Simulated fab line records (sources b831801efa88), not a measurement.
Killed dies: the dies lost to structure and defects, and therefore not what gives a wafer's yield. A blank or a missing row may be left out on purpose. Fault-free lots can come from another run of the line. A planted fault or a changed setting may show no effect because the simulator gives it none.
fab line records	flow sky130
[record] lots = 7	wafers = 21	last_day = 50
route steps=708 shown CAP2M@620 METAL4@621 PAD_OPEN@708
lots that met no fault: from a run of the same line without faults
start_h: the number of hours between the record's first day and the start of the first shown wafer of the lot	wait_h: hours from the lot's prior step to this one	" the same as in the row above	L1.1+2: a row that stands for several wafers	- no value, or no start was given	* or withheld: withheld	< > ~ a bound
route shown NAME@n: a module of which the file shows steps, and the number in the route of the first	usual: average and standard deviation across the fault-free wafers	same: alike in all rows	chamber/n: place in a boat	sites: per-site readings	_std_site: how widely they spread, as a standard deviation	_edge_site: inner sites' mean taken away from outer sites' mean	radius_mm: how far each site lies from the wafer's centre	mask NAME#n: copy n	behind: the last tool/chamber to shape the wafer	hold: what put the lot on hold/how long, in hours/how the hold closed	device: transistor that didn't switch, given as n, p or np	end of line: the same wafers' tests at the end of the route	a step with no rows: only its recipe	killed: not the wafer's yield, but the dies lost to structure and defects at the first sort	map: dies across one wafer; x = killed, . = not, _ = none there
set.NAME: the setting that was run; set.NAME@STEP: the one run at that earlier step	model.NAME: the simulator's own value behind a step, which no gauge read
lots seen at some steps along the route; tables by step, rows by wafer
services: a tool's chamber out of use, with start hour (start_h, from the record's first day; less than 0 if before it), hours out, and reason
[[steps]]
[step SKY_CAP2M_CLEAN_17]
[recipe] chemistry = O3/DIW	dry = n2_spin
[step SKY_METAL4_DEHYDRATE_05]
[recipe] temp_c = 200	time_s = 60
[step SKY_METAL4_HMDS_06]
[recipe] prime_time_s = 60	prime_temp_c = 120
[step SKY_METAL4_COAT_07]
[recipe] resist = BARC	temp_c = withheld	time_s = withheld	spin_rpm = 3000	resist_thk_nm = 60
[step SKY_METAL4_COAT_08]
[recipe] resist = KrF-thick	spin_rpm = 3000	resist_thk_nm = 1140
[step SKY_METAL4_SOFTBAKE_09]
[recipe] temp_c = 100	time_s = 90	resist = KrF-thick
[step SKY_METAL4_EXPOSE_10]
[recipe] mask_id = MM4	na = 0.68	source_shape = annular	sigma_inner = 0.4	sigma_outer = 0.8	target_cd_nm = 300	dose_mj = 28
[step SKY_METAL4_PEB_11]
[recipe] peb_temp_c = withheld	peb_time_s = withheld	resist = KrF-thick
[step SKY_METAL4_DEVELOP_12]
[recipe] develop_time_s = 60	resist = KrF-thick	dev_temp_c = 21
[step SKY_METAL4_CD_MEAS_13]
[recipe] target_cd_nm = 300
[usual] cd_nm = 299.8/1.4
lot.wafer	tool	chamber	start_h	wait_h	cd_nm
L824.1	cd_sem-01	-	1024.27	-	298.8
L824.3	"	-	"	"	300.2
L824.5	"	-	"	"	299.4
L828.1	cd_sem-01	-	1050.48	-	301.1
L828.2	"	-	"	"	300.1
L828.6	"	-	"	"	300.5
L834.2	cd_sem-02	-	1083.78	-	300.9
L834.4	"	-	"	"	299.1
L834.6	"	-	"	"	300.6
L835.1	cd_sem-01	-	1094.71	-	297.4
L835.5	"	-	"	"	300.4
L835.6	"	-	"	"	299.0
L836.2	cd_sem-02	-	1111.54	-	297.2
L836.3	"	-	"	"	298.3
L836.6	"	-	"	"	298.6
L839.2	cd_sem-02	-	1117.94	-	298.3
L839.4	"	-	"	"	299.2
L839.6	"	-	"	"	297.5
L840.1	cd_sem-01	-	1122.77	-	303.4
L840.4	"	-	"	"	304.5
L840.6	"	-	"	"	303.7
[step SKY_METAL4_OVL_MEAS_14]
[usual] METAL4_OVL = 2/5.1
lot.wafer	tool	chamber	start_h	wait_h	METAL4_OVL[nm]
L824.1	overlay-02	-	1024.39	0.1	-5
L824.3	"	-	"	"	1
L824.5	"	-	"	"	-2
L828.1	overlay-02	-	1050.60	0.1	0
L828.2	"	-	"	"	-2
L828.6	"	-	"	"	-1
L834.2	overlay-01	-	1083.89	0.1	-1
L834.4	"	-	"	"	-3
L834.6	"	-	"	"	2
L835.1	overlay-01	-	1094.83	0.1	10
L835.5	"	-	"	"	5
L835.6	"	-	"	"	11
L836.2	overlay-02	-	1111.65	0.1	-3
L836.3	"	-	"	"	0
L836.6	"	-	"	"	-9
L839.2	overlay-01	-	1118.04	0.1	1
L839.4	"	-	"	"	0
L839.6	"	-	"	"	3
L840.1	overlay-01	-	1122.89	0.1	-2
L840.4	"	-	"	"	-1
L840.6	"	-	"	"	1
[step SKY_METAL4_DESCUM_15]
[recipe] chemistry = O2	source_power_w = 150	bias_power_w = 0	pressure_mtorr = 10	temp_c = 40	time_s = 8
[usual] drypump_motor_current_A = 5.74/0.24	oes_product_au = 0.995/0.011
lot.wafer	tool	chamber	start_h	wait_h	drypump_motor_current_A	oes_product_au	rf_hours_counter_h
L824.1	rie_metal-01	0	1024.43	0.0	5.71	1.018	13
L824.3	"	0	"	"	5.69	1.012	-
L824.5	"	1	"	"	5.76	1.029	-
L828.1	rie_metal-01	0	1050.64	0.0	5.66	1.012	14
L828.2	"	1	"	"	5.76	1.008	12
L828.6	"	0	"	"	5.62	1.002	-
L834.2	rie_metal-01	1	1083.92	0.0	5.76	1.004	14
L834.4	"	1	"	"	5.76	0.987	-
L834.6	"	1	"	"	5.75	1.000	-
L835.1	rie_metal-03	1	1094.87	0.0	5.79	0.983	8
L835.5	"	0	"	"	5.39	0.988	-
L835.6	"	1	"	"	5.78	0.981	-
L836.2	rie_metal-04	0	1111.69	0.0	6.16	0.994	-
L836.3	"	0	"	"	6.17	0.981	-
L836.6	"	0	"	"	6.18	0.980	-
L839.2	rie_metal-01	1	1118.07	0.0	5.73	1.004	17
L839.4	"	1	"	"	5.75	1.005	-
L839.6	"	1	"	"	5.75	0.995	-
L840.1	rie_metal-04	0	1122.93	0.0	6.20	0.988	27
L840.4	"	0	"	"	6.19	1.007	-
L840.6	"	1	"	"	5.56	0.992	-
[step SKY_METAL4_ETCH_16]
[recipe] chemistry = N2/H2	target = BARC	ion_energy_ev = 200	bias_w = 100	pressure_mtorr = 30	n2_flow_sccm = 100	h2_flow_sccm = 200	icp_w = 500	stop_on = SiO2	time_s = 88.2	target_depth_a = 600
[usual] bias_w = 100.00/0.29	chamber_pressure_mTorr = 29.998/0.027	drypump_motor_current_A = 5.75/0.24	n2_flow_sccm = 100.0/0.31	oes_product_au = 0.626/0.004	throttle_valve_pct = 13.204/0.01
lot.wafer	tool	chamber	start_h	wait_h	bias_w	chamber_pressure_mTorr	drypump_motor_current_A	n2_flow_sccm	oes_product_au	rf_hours_counter_h	throttle_valve_pct	model.KrF-thick_of_METAL4_COAT_08.thk_nm
L824.1	rie_metal-01	0	1024.46	0.0	100.20	29.978	5.71	100.0	0.624	13	13.206	1079
L824.3	"	0	"	"	100.20	30.008	5.73	99.9	0.624	-	13.203	1077
L824.5	"	1	"	"	100.08	30.009	5.74	100.5	0.627	-	13.193	1079
L828.1	rie_metal-01	0	1050.67	0.0	100.15	29.988	5.73	100.1	0.629	14	13.208	1077
L828.2	"	1	"	"	99.88	29.960	5.75	100.1	0.618	12	13.198	1071
L828.6	"	0	"	"	99.74	29.996	5.71	100.1	0.629	-	13.199	1076
L834.2	rie_metal-01	1	1083.95	0.0	-	-	-	-	-	-	-	1130
L834.4	"	1	"	"	-	-	-	-	-	-	-	1130
L834.6	"	1	"	"	-	-	-	-	-	-	-	1131
L835.1	rie_metal-03	1	1094.90	0.0	-	-	-	-	-	-	-	1128
L835.5	"	0	"	"	-	-	-	-	-	-	-	1123
L835.6	"	1	"	"	-	-	-	-	-	-	-	1124
L836.2	rie_metal-04	0	1111.77	0.1	-	-	-	-	-	-	-	1123
L836.3	"	0	"	"	-	-	-	-	-	-	-	1126
L836.6	"	0	"	"	-	-	-	-	-	-	-	1122
L839.2	rie_metal-01	1	1118.10	0.0	100.10	30.017	5.75	99.7	0.625	17	13.208	1077
L839.4	"	1	"	"	99.80	29.995	5.77	99.7	0.626	-	13.189	1077
L839.6	"	1	"	"	99.85	30.061	5.75	99.8	0.622	-	13.212	1076
L840.1	rie_metal-04	0	1122.96	0.0	99.37	29.974	6.19	99.7	0.627	27	13.197	1076
L840.4	"	0	"	"	99.86	30.026	6.15	99.7	0.628	-	13.190	1079
L840.6	"	1	"	"	99.73	29.959	5.54	100.5	0.626	-	13.191	1078
[step SKY_METAL4_ETCH_17]
[recipe] target = SiO2	stop_on = TiN	chemistry = C4F8/O2/Ar	source_w = 1500	bias_w = 1200	pressure_mtorr = 40	c4f8_flow_sccm = withheld	O2_flow_sccm = 6	Ar_flow_sccm = 300	time_s = 3.9	target_depth_a = 150
[usual] bias_w = 1199/3.2	chamber_pressure_mTorr = 40.00/0.036	oes_product_au = 0.755/0.0082
lot.wafer	tool	chamber	start_h	wait_h	bias_w	chamber_pressure_mTorr	oes_product_au	rf_hours_counter_h
L824.1	rie_diel-03	1	1024.56	0.1	1200	40.08	0.760	14
L824.3	"	0	"	"	1202	39.97	0.746	28
L824.5	"	3	"	"	1203	39.98	0.765	-
L828.1	rie_diel-04	2	1050.77	0.1	1200	39.97	0.735	11
L828.2	"	0	"	"	1201	40.00	0.743	23
L828.6	"	1	"	"	1202	39.95	0.750	-
L834.2	rie_diel-02	1	1084.05	0.1	1197	39.95	0.370	11
L834.4	"	0	"	"	1195	39.99	0.374	-
L834.6	"	1	"	"	1199	39.97	0.375	-
L835.1	rie_diel-02	0	1095.00	0.1	1199	39.98	0.373	14
L835.5	"	0	"	"	1196	40.00	0.375	-
L835.6	"	3	"	"	1196	40.01	0.364	-
L836.2	rie_diel-02	0	1111.94	0.1	1193	40.00	0.380	14
L836.3	"	3	"	"	1202	39.99	0.372	19
L836.6	"	2	"	"	1196	40.00	0.372	-
L839.2	rie_diel-03	2	1118.20	0.1	1202	39.94	0.749	17
L839.4	"	1	"	"	1197	40.08	0.751	18
L839.6	"	1	"	"	1196	40.06	0.757	-
L840.1	rie_diel-02	1	1123.06	0.1	1201	40.03	0.755	13
L840.4	"	0	"	"	1194	39.91	0.757	15
L840.6	"	1	"	"	1196	39.97	0.771	-
[step SKY_METAL4_METAL_ETCH_18]
[recipe] target_depth_a = 8450	stop_on = SiO2	over_etch_frac = 0.3	time_s = 183.1	chemistry = Cl2/BCl3	resist_sidewall_deg = 88	pressure_mtorr = 10	icp_w = 900	bias_w = 48.5	Cl2_flow_sccm = 60	bcl3_flow_sccm = 30
[usual] bcl3_flow_sccm = 30.01/0.085	bias_w = 48.49/0.13	drypump_motor_current_A = 5.70/0.25	oes_product_au = 0.866/0.0065	throttle_valve_pct = 22.264/0.0087
lot.wafer	tool	chamber	start_h	wait_h	bcl3_flow_sccm	bias_w	drypump_motor_current_A	oes_product_au	rf_hours_counter_h	throttle_valve_pct	model.KrF-thick_of_METAL4_COAT_08.thk_nm
L824.1	rie_metal-04	0	1024.57	0.0	30.13	48.25	6.17	0.868	18	22.263	545.7
L824.3	"	0	"	"	30.07	48.24	6.20	0.865	-	22.270	542.5
L824.5	"	1	"	"	30.10	48.54	5.55	0.863	-	22.255	537.2
L828.1	rie_metal-03	0	1050.79	0.0	30.02	48.24	5.40	0.880	2	22.257	533
L828.2	"	1	"	"	30.08	48.43	5.75	0.878	7	22.257	543.2
L828.6	"	0	"	"	30.09	48.35	5.40	0.870	-	22.264	532.8
L834.2	rie_metal-03	0	1084.07	0.0	29.98	48.56	5.41	0.374	6	22.258	585.4
L834.4	"	1	"	"	30.08	48.76	5.77	0.370	-	22.263	599.2
L834.6	"	0	"	"	30.06	48.41	5.40	0.377	-	22.259	587.3
L835.1	rie_metal-01	0	1095.02	0.0	30.02	48.60	5.61	0.369	18	22.261	584.6
L835.5	"	1	"	"	30.08	48.65	5.76	0.373	-	22.264	573.3
L835.6	"	0	"	"	29.93	48.56	5.62	0.376	-	22.263	576.5
L836.2	rie_metal-03	0	1111.96	0.0	30.04	48.34	5.37	0.380	8	22.256	590.6
L836.3	"	0	"	"	30.17	48.63	5.38	0.378	-	22.257	590.3
L836.6	"	0	"	"	30.08	48.34	5.38	0.380	-	22.264	588.8
L839.2	rie_metal-03	0	1118.22	0.0	30.00	48.60	5.40	0.861	8	22.272	540.8
L839.4	"	1	"	"	29.89	48.33	5.80	0.873	-	22.266	553
L839.6	"	1	"	"	29.84	48.41	5.78	0.861	-	22.259	547.5
L840.1	rie_metal-03	0	1123.08	0.0	29.91	48.45	5.41	0.860	9	22.273	539.8
L840.4	"	1	"	"	30.06	48.57	5.80	0.860	-	22.255	551.4
L840.6	"	1	"	"	30.06	48.53	5.79	0.858	-	22.277	551.2
[step SKY_METAL4_STRIP_19]
[recipe] chemistry = O2/N2	power_w = 1400	pressure_mtorr = 1500	platen_temp_c = withheld	o2_flow_sccm = 3000	n2_flow_sccm = 300	overash_fraction = 0.5
[usual] drypump_motor_current_A = 5.7/0.44	n2_flow_sccm = 300.0/0.9	oes_product_au = 0.506/0.0067	strip_time_to_endpoint_s = 6.63/0.1
lot.wafer	tool	chamber	start_h	wait_h	drypump_motor_current_A	n2_flow_sccm	oes_product_au	rf_hours_counter_h	strip_time_to_endpoint_s
L824.1	plasma_asher-04	0	1024.75	0.1	6.6	300.9	0.506	120	6.72
L824.3	"	0	"	"	6.6	299.1	0.499	-	6.69
L824.5	"	0	"	"	6.6	300.1	0.503	-	6.62
L828.1	plasma_asher-02	1	1050.97	0.1	5.8	298.2	0.496	32	6.61
L828.2	"	0	"	"	5.7	301.0	0.508	32	6.70
L828.6	"	0	"	"	5.7	301.0	0.504	-	6.59
L834.2	plasma_asher-02	0	1084.25	0.1	5.7	300.2	0.522	36	7.10
L834.4	"	0	"	"	5.7	299.9	0.528	-	7.26
L834.6	"	0	"	"	5.7	300.2	0.533	-	7.12
L835.1	plasma_asher-02	0	1095.20	0.1	5.7	299.2	0.523	37	7.12
L835.5	"	1	"	"	5.8	300.7	0.521	-	7.00
L835.6	"	0	"	"	5.7	299.5	0.527	-	7.03
L836.2	plasma_asher-02	1	1112.13	0.1	5.8	300.9	0.530	38	7.16
L836.3	"	0	"	"	5.7	299.9	0.528	-	7.16
L836.6	"	1	"	"	5.8	301.2	0.520	-	7.16
L839.2	plasma_asher-02	0	1118.40	0.1	5.7	299.9	0.505	39	6.67
L839.4	"	1	"	"	5.8	299.2	0.521	-	6.79
L839.6	"	0	"	"	5.7	299.5	0.509	-	6.74
L840.1	plasma_asher-02	0	1123.26	0.1	5.7	300.2	0.499	39	6.65
L840.4	"	0	"	"	5.7	299.6	0.509	-	6.79
L840.6	"	1	"	"	5.8	300.3	0.509	-	6.77
[step SKY_METAL4_STRIP_20]
[recipe] chemistry = post_etch_residue_remover	time_s = 1200	temp_c = 72.5
[step SKY_PAD_OPEN_PROBE_99]
[usual] defect_limited_yield = 82.5/1.9	killed_at_M0_to_M3 = 43/6.6	killed_at_M4_up = 3.0/1.8	killed_at_contacts = 24/5.1	killed_at_front_end = 16/4.5	killed_at_other = 0.3/0.67	killed_dies = 86/9.3	killed_on_rim = 17/3.8	killed_open = 47/6.9	killed_short = 39/6.6	sort_bin_3_pad_short = 0.9/0.41	sort_bin_5_function = 10.4/1.4	sort_bin_6_memory = 6.2/1.1	sort_n_pass = 406/9.3	sort_yield_pct = 82.5/1.9
[same] gross_dies = 492	killed_at_back_side = 0	sort_bin_4_leakage[%] = 0	sort_bin_8_speed[%] = 0
lot.wafer	tool	chamber	start_h	wait_h	defect_limited_yield[%]	killed_at_M0_to_M3	killed_at_M4_up	killed_at_contacts	killed_at_front_end	killed_at_other	killed_dies	killed_on_rim	killed_open	killed_short	sort_bin_3_pad_short[%]	sort_bin_5_function[%]	sort_bin_6_memory[%]	sort_n_pass	sort_yield_pct[%]
L824.1	prober-01	-	1115.00	0.1	82.7	46	1	23	14	1	85	19	51	34	0.4	10.4	6.5	407	82.7
L824.3	prober-01	-	1115.10	0.2	85.6	37	2	17	15	0	71	12	41	29	0.6	8.5	5.3	421	85.6
L824.5	prober-01	-	1115.20	0.2	81.9	39	2	29	19	0	89	25	48	39	1.2	10.0	6.9	403	81.9
L828.1	prober-01	-	1137.35	0.1	81.9	53	4	23	9	0	89	14	47	42	1.2	12.8	4.1	403	81.9
L828.2	prober-01	-	1137.40	0.1	82.1	47	2	26	13	0	88	20	47	41	0.4	10.4	7.1	404	82.1
L828.6	prober-01	-	1137.60	0.2	80.7	55	1	30	9	0	95	22	61	34	0.8	12.0	6.5	397	80.7
L834.2	prober-01	-	1167.09	0.1	0	36	415	17	23	1	492	96	43	34	0.6	93.7	5.7	0	0
L834.4	prober-01	-	1167.19	0.2	0	38	395	33	26	0	492	96	51	48	1.0	91.7	7.3	0	0
L834.6	prober-01	-	1167.29	0.2	0	49	402	14	25	2	492	96	50	40	0.4	93.9	5.7	0	0
L835.1	prober-02	-	1174.98	0.1	0	38	403	27	22	2	492	96	49	41	1.0	92.9	6.1	0	0
L835.5	prober-02	-	1175.18	0.2	0	48	409	21	14	0	492	96	52	36	0.6	91.1	8.3	0	0
L835.6	prober-02	-	1175.23	0.2	0	55	392	25	20	0	492	96	59	42	1.0	91.5	7.5	0	0
L836.2	prober-01	-	1188.78	0.1	0	34	421	19	18	0	492	96	38	36	0.4	92.7	6.9	0	0
L836.3	prober-01	-	1188.83	0.2	0	56	389	29	18	0	492	96	61	46	0.8	92.3	6.9	0	0
L836.6	prober-01	-	1188.98	0.2	0	46	396	33	17	0	492	96	54	45	1.8	90.4	7.7	0	0
L839.2	prober-01	-	1193.44	0.1	83.5	40	2	23	15	1	81	17	50	31	0.4	10.0	6.1	411	83.5
L839.4	prober-01	-	1193.54	0.2	78.7	51	4	34	16	0	105	18	54	51	1.6	12.0	7.7	387	78.7
L839.6	prober-01	-	1193.64	0.2	83.3	44	3	17	18	0	82	15	52	30	0.6	9.8	6.3	410	83.3
L840.1	prober-02	-	1197.90	0.1	79.5	49	2	32	18	0	101	15	59	42	0.8	12.2	7.5	391	79.5
L840.4	prober-02	-	1198.05	0.2	81.3	45	3	28	16	0	92	17	38	53	1.2	12.2	5.3	400	81.3
L840.6	prober-02	-	1198.15	0.2	85.6	35	0	19	17	0	71	11	45	26	1.0	8.5	4.9	421	85.6
// killed by level:class
L824.1 VIA2:geometric_particle:open=13 CONTACT:geometric_particle:open=9 METAL2:geometric_particle:short=6 LI_CONTACT:geometric_particle:open=5 VIA1:geometric_particle:open=5 FIELD_ISO:geometric_particle:open=4 CONTACT:geometric_particle:short=4 METAL1:geometric_particle:short=4
L824.3 VIA1:geometric_particle:open=11 VIA2:geometric_particle:open=7 FIELD_ISO:geometric_particle:short=5 CONTACT:geometric_particle:open=5 CONTACT:geometric_particle:short=4 METAL1:geometric_particle:short=4 FIELD_ISO:geometric_particle:open=3 POLY_GATE:geometric_particle:open=3
L824.5 CONTACT:geometric_particle:open=12 METAL2:geometric_particle:short=8 VIA1:geometric_particle:open=8 CONTACT:geometric_particle:short=7 LI_CONTACT:geometric_particle:open=6 VIA3:geometric_particle:open=6 VIA1:geometric_particle:short=5 VIA2:geometric_particle:open=5
L828.1 VIA1:geometric_particle:open=12 METAL2:geometric_particle:short=8 METAL1:geometric_particle:short=6 VIA2:geometric_particle:open=6 VIA3:geometric_particle:open=6 LI_CONTACT:geometric_particle:short=5 LI_CONTACT:geometric_particle:open=5 CONTACT:geometric_particle:open=5
L828.2 VIA1:geometric_particle:open=13 CONTACT:geometric_particle:open=10 VIA2:geometric_particle:open=8 LI_CONTACT:geometric_particle:open=7 LOCAL_INTERCONNECT:geometric_particle:short=6 FIELD_ISO:geometric_particle:short=5 METAL1:geometric_particle:short=5 VIA3:geometric_particle:short=5
L828.6 LI_CONTACT:geometric_particle:open=14 VIA1:geometric_particle:open=12 METAL1:geometric_particle:short=9 CONTACT:geometric_particle:open=8 VIA2:geometric_particle:open=7 METAL2:geometric_particle:short=6 VIA3:geometric_particle:open=6 LOCAL_INTERCONNECT:geometric_particle:short=4
L834.2 METAL4:area_etch=414 VIA1:geometric_particle:open=10 LI_CONTACT:geometric_particle:open=6 VIA2:geometric_particle:short=6 FIELD_ISO:geometric_particle:open=4 POLY_GATE:geometric_particle:short=4 POLY_GATE:geometric_particle:open=4 VIA3:geometric_particle:open=4
L834.4 METAL4:area_etch=392 VIA1:geometric_particle:open=11 POLY_GATE:geometric_particle:open=10 CONTACT:geometric_particle:open=9 LOCAL_INTERCONNECT:geometric_particle:short=8 LI_CONTACT:geometric_particle:open=6 POLY_GATE:geometric_particle:short=5 LI_CONTACT:geometric_particle:short=5
L834.6 METAL4:area_etch=399 VIA1:geometric_particle:open=14 FIELD_ISO:geometric_particle:short=7 VIA3:geometric_particle:open=7 FIELD_ISO:geometric_particle:open=6 VIA1:geometric_particle:short=6 VIA2:geometric_particle:open=5 POLY_GATE:geometric_particle:short=4
L835.1 METAL4:area_etch=402 LI_CONTACT:geometric_particle:open=10 CONTACT:geometric_particle:open=8 FIELD_ISO:geometric_particle:open=7 FIELD_ISO:geometric_particle:short=7 VIA1:geometric_particle:open=7 LOCAL_INTERCONNECT:geometric_particle:short=5 VIA1:geometric_particle:short=5
L835.5 METAL4:area_etch=404 VIA1:geometric_particle:open=11 VIA3:geometric_particle:open=8 VIA2:geometric_particle:open=8 POLY_GATE:geometric_particle:open=5 LI_CONTACT:geometric_particle:open=5 CONTACT:geometric_particle:open=5 METAL2:geometric_particle:short=5
L835.6 METAL4:area_etch=390 VIA1:geometric_particle:open=13 METAL2:geometric_particle:short=12 CONTACT:geometric_particle:open=10 LI_CONTACT:geometric_particle:open=7 VIA2:geometric_particle:open=7 VIA3:geometric_particle:open=6 FIELD_ISO:geometric_particle:open=5
L836.2 METAL4:area_etch=418 CONTACT:geometric_particle:open=7 VIA1:geometric_particle:open=7 POLY_GATE:geometric_particle:open=6 VIA1:geometric_particle:short=6 CONTACT:geometric_particle:short=5 METAL2:geometric_particle:short=5 LOCAL_INTERCONNECT:geometric_particle:short=4
L836.3 METAL4:area_etch=385 VIA1:geometric_particle:open=13 VIA2:geometric_particle:open=10 CONTACT:geometric_particle:open=10 VIA3:geometric_particle:open=9 LI_CONTACT:geometric_particle:open=7 LOCAL_INTERCONNECT:geometric_particle:short=6 METAL1:geometric_particle:short=6
L836.6 METAL4:area_etch=393 VIA1:geometric_particle:open=13 LI_CONTACT:geometric_particle:short=11 CONTACT:geometric_particle:open=11 VIA3:geometric_particle:open=7 METAL1:geometric_particle:short=5 VIA2:geometric_particle:open=5 FIELD_ISO:geometric_particle:open=4
L839.2 CONTACT:geometric_particle:open=11 VIA3:geometric_particle:open=9 VIA1:geometric_particle:open=7 LI_CONTACT:geometric_particle:open=6 METAL1:geometric_particle:short=5 POLY_GATE:geometric_particle:open=4 METAL2:geometric_particle:short=4 FIELD_ISO:geometric_particle:open=3
L839.4 CONTACT:geometric_particle:open=12 VIA1:geometric_particle:open=10 VIA3:geometric_particle:open=9 VIA3:geometric_particle:short=7 METAL2:geometric_particle:short=7 LI_CONTACT:geometric_particle:open=6 LOCAL_INTERCONNECT:geometric_particle:short=6 CONTACT:geometric_particle:short=6
L839.6 VIA1:geometric_particle:open=15 CONTACT:geometric_particle:open=9 POLY_GATE:geometric_particle:open=6 FIELD_ISO:geometric_particle:open=5 VIA2:geometric_particle:open=5 LI_CONTACT:geometric_particle:open=4 METAL1:geometric_particle:short=4 METAL2:geometric_particle:short=4
L840.1 VIA1:geometric_particle:open=16 LI_CONTACT:geometric_particle:open=12 CONTACT:geometric_particle:open=10 VIA2:geometric_particle:open=7 VIA1:geometric_particle:short=6 METAL1:geometric_particle:short=6 FIELD_ISO:geometric_particle:short=5 LOCAL_INTERCONNECT:geometric_particle:short=5
L840.4 METAL1:geometric_particle:short=12 CONTACT:geometric_particle:open=11 LI_CONTACT:geometric_particle:open=6 VIA2:geometric_particle:open=6 FIELD_ISO:geometric_particle:short=5 CONTACT:geometric_particle:short=5 VIA2:geometric_particle:short=5 FIELD_ISO:geometric_particle:open=4
L840.6 CONTACT:geometric_particle:open=7 POLY_GATE:geometric_particle:short=7 VIA1:geometric_particle:open=7 VIA2:geometric_particle:open=7 VIA3:geometric_particle:open=6 LI_CONTACT:geometric_particle:open=6 METAL2:geometric_particle:short=6 METAL1:geometric_particle:short=4
// map L834.2 (x killed, . not)
__________xxxxxxxxxx_________
________xxxxxxxxxxxxxx_______
______xxxxxxxxxxxxxxxxxx_____
_____xxxxxxxxxxxxxxxxxxxx____
____xxxxxxxxxxxxxxxxxxxxxx___
___xxxxxxxxxxxxxxxxxxxxxxxx__
__xxxxxxxxxxxxxxxxxxxxxxxxxx_
_xxxxxxxxxxxxxxxxxxxxxxxxxxxx
_xxxxxxxxxxxxxxxxxxxxxxxxxxxx
_xxxxxxxxxxxxxxxxxxxxxxxxxxxx
_xxxxxxxxxxxxxxxxxxxxxxxxxxxx
_xxxxxxxxxxxxxxxxxxxxxxxxxxxx
_xxxxxxxxxxxxxxxxxxxxxxxxxxxx
_xxxxxxxxxxxxxxxxxxxxxxxxxxxx
_xxxxxxxxxxxxxxxxxxxxxxxxxxxx
__xxxxxxxxxxxxxxxxxxxxxxxxxx_
___xxxxxxxxxxxxxxxxxxxxxxxx__
____xxxxxxxxxxxxxxxxxxxxxx___
_____xxxxxxxxxxxxxxxxxxxx____
______xxxxxxxxxxxxxxxxxx_____
________xxxxxxxxxxxxxx_______
__________xxxxxxxxxx_________
// map L835.1 (x killed, . not)
__________xxxxxxxxxx_________
________xxxxxxxxxxxxxx_______
______xxxxxxxxxxxxxxxxxx_____
_____xxxxxxxxxxxxxxxxxxxx____
____xxxxxxxxxxxxxxxxxxxxxx___
___xxxxxxxxxxxxxxxxxxxxxxxx__
__xxxxxxxxxxxxxxxxxxxxxxxxxx_
_xxxxxxxxxxxxxxxxxxxxxxxxxxxx
_xxxxxxxxxxxxxxxxxxxxxxxxxxxx
_xxxxxxxxxxxxxxxxxxxxxxxxxxxx
_xxxxxxxxxxxxxxxxxxxxxxxxxxxx
_xxxxxxxxxxxxxxxxxxxxxxxxxxxx
_xxxxxxxxxxxxxxxxxxxxxxxxxxxx
_xxxxxxxxxxxxxxxxxxxxxxxxxxxx
_xxxxxxxxxxxxxxxxxxxxxxxxxxxx
__xxxxxxxxxxxxxxxxxxxxxxxxxx_
___xxxxxxxxxxxxxxxxxxxxxxxx__
____xxxxxxxxxxxxxxxxxxxxxx___
_____xxxxxxxxxxxxxxxxxxxx____
______xxxxxxxxxxxxxxxxxx_____
________xxxxxxxxxxxxxx_______
__________xxxxxxxxxx_________
[[services]]
tool	chamber	start_h	hours	kind
rie_metal-03	0	1001.11	-	clean
rie_metal-03	0	1001.11	15.8	scheduled_down
rie_metal-03	0	1001.11	15.8	vent_cycle
rie_diel-04	1	1008.44	6.8	repair
rie_diel-03	0	1027.18	2.5	repair
rie_diel-04	3	1050.41	6.7	repair
rie_metal-03	1	1052.25	16.6	repair
plasma_asher-04	-	1055.34	9.0	pm
plasma_asher-04	0	1055.34	9.0	vent_cycle
plasma_asher-04	1	1055.34	9.0	vent_cycle
rie_metal-04	-	1057.63	4.3	pm
plasma_asher-04	0	1064.34	-	clean
plasma_asher-04	1	1064.34	-	clean
rie_diel-03	0	1067.35	-	clean
rie_diel-03	0	1067.35	31.2	scheduled_down
rie_diel-03	0	1067.35	31.2	vent_cycle
rie_metal-04	-	1071.27	1.4	pm
rie_diel-02	2	1078.31	14.8	repair
rie_metal-04	-	1083.45	1.4	repair
rie_diel-03	3	1084.54	16.0	repair
rie_diel-04	1	1093.69	4.2	repair
rie_metal-04	1	1103.77	18.3	repair
rie_diel-04	0	1103.96	-	clean
rie_diel-04	-	1122.54	1.3	repair
[[key]]
[first_sign] step = SKY_METAL4_ETCH_16	reading = tool_record	direction = missing
[effect] step = SKY_METAL4_ETCH_17	reading = oes_product_au	direction = down	sigmas = 47	usual = 0.755	struck = 0.373
[effect] step = SKY_METAL4_METAL_ETCH_18	reading = oes_product_au	direction = down	sigmas = 75	usual = 0.866	struck = 0.375
[effect] step = SKY_METAL4_STRIP_19	reading = strip_time_to_endpoint_s	direction = up	sigmas = 4.8	usual = *	struck = *
[effect] step = SKY_PAD_OPEN_PROBE_99	reading = killed_at_M4_up	direction = up	sigmas = 99+	usual = 3.0	struck = 402.4
[model_effect] step = SKY_METAL4_ETCH_16	value = KrF-thick_of_METAL4_COAT_08.thk_nm	without = 1077	struck = 1126
[model_effect] step = SKY_METAL4_METAL_ETCH_18	value = KrF-thick_of_METAL4_COAT_08.thk_nm	without = 537	struck = 586.2
[more_kills_born_at] SKY_METAL4_ETCH_16@rie_metal-01 = 1205	SKY_METAL4_ETCH_16@rie_metal-03 = 1196	SKY_METAL4_ETCH_16@rie_metal-04 = 1196
met_at SKY_METAL4_ETCH_16
struck_wafers L834.2,L834.4,L834.6,L835.1,L835.5,L835.6,L836.2,L836.3,L836.6
later_rows_left_out L834.2,L834.4,L834.6,L835.1,L835.5,L835.6,L836.2,L836.3,L836.6
onset_between 1050.67 1083.95
[fault] kind = skipped_step_whole	tool = rie_metal-01,rie_metal-03,rie_metal-04	chamber = -	onset_h = 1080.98	steps = SKY_METAL4_ETCH_16	scope = struck_lots_only
// later_rows_left_out: the simulator's readings of these wafers behind a module that went badly wrong aren't trusted and aren't shown, but for the sort
